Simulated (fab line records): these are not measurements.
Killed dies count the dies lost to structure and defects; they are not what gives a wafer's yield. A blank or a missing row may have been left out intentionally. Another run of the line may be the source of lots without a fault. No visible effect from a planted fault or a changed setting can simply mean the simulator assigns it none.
Struck lot and sound lot, side by side | flow sfq line | 13 out of 325 route steps
Sound: these wafers, L859.1, L859.2, L859.3. Wafers L857.1, L857.2, L857.5 were the ones struck. The cause comes at the end.
Per side, at each step with rows, come the tool, then ch with its chambers, and then its first start. Under that, the readings that differ: sound wafers | struck wafers | difference of the means | sigmas: that difference in standard deviations of wafers without a fault.
alike: same words and numbers on both sides, and readings whose means sit less than 2 such deviations apart. not compared: any withheld reading, any reading some wafer has no value for, any bound like >300 that may hide the same value, and any number with overlapping values for which the record gives no deviation.
Wherever a step has rows on one side only, a row that says differs or no value, or a row with sigmas, the two part there. Numbers that don't overlap but have no deviation are shown without sigmas and don't part them. Lack of a reading on every wafer of one side parts them only where that side has two or more wafers.

SFQ_TRILAYER_C5_BARC_OPEN_VIA_ETCH_210: etches BARC in O2, target depth 125 nm, time 41.7 s.
  sound on rie diel-03 ch 0,1,3, day 70 03:15; struck on rie diel-02 ch 0,1,3, day 70 00:51
  alike: drypump motor current A, oes product au
  not compared: rf hours counter h
SFQ_TRILAYER_C5_ETCH_VIA_ETCH_154: etches SiO2 in CHF3, stops on Nb, target depth 84 nm.
  sound on rie diel-03 ch 0,1,3, day 70 03:17; struck on rie diel-02 ch 0,1,3, day 70 00:53
  alike: drypump motor current A, oes product au
SFQ_TRILAYER_C5_STRIP_STRIP_155: strips in O2.
  sound on rie metal-04 ch 0,1, day 70 03:20; struck on rie metal-03 ch 0,1, day 70 00:56
  reading               | sound             | struck            | difference | sigmas
  oes product au (a.u.) | 0.991 0.985 0.981 | 0.997 1.013 1.013 | +0.022     | +3
  alike: drypump motor current A
  not compared: rf hours counter h
then, 2 steps without rows for these wafers: SFQ_TRILAYER_C5_STRIP_SOLV_CLEAN_156 (cleans in NMP, time 600 s); SFQ_TRILAYER_M6_DEP_PRE_CLEAN_158 (time 22.5 s).
SFQ_TRILAYER_M6_DEP_SPUTTER_157: material Nb, target thk 200 nm, time 133.3 s.
  sound on pvd sputter-03 at day 70 04:19; struck on pvd sputter-06 at day 70 01:55
  alike: throttle valve pct
SFQ_M6_RS_MEAS_938: a four-point-probe measurement.
  sound on film metro-04 at day 70 04:25; struck on film metro-04 at day 70 02:01
  alike: M6_NB_RS
then, 4 steps without rows for these wafers: SFQ_TRILAYER_M6_LITHO_COAT_164 (resist thk 62 nm); SFQ_TRILAYER_M6_LITHO_COAT_159 (resist thk 600 nm); SFQ_TRILAYER_M6_LITHO_SOFTBAKE_163; SFQ_TRILAYER_M6_LITHO_EXPOSE_160 (exposes mask M6, target cd 500 nm).
SFQ_TRILAYER_M6_LITHO_PEB_162: peb time 60 s.
  sound on litho track-02 ch 0, day 70 10:07; struck on litho track-01, day 70 06:31
  no value came back on the struck wafers for chill plate temp C (C), exhaust pa (Pa); on the sound wafers chill plate temp C (C) reads 22.82 22.99 23.16
then, 1 step without rows for these wafers: SFQ_TRILAYER_M6_LITHO_DEVELOP_161 (time 60 s).

WHERE THEY PART
First at SFQ_TRILAYER_C5_STRIP_STRIP_155; last, within this record, at SFQ_TRILAYER_M6_LITHO_PEB_162.

WHY: the cause the simulator had injected
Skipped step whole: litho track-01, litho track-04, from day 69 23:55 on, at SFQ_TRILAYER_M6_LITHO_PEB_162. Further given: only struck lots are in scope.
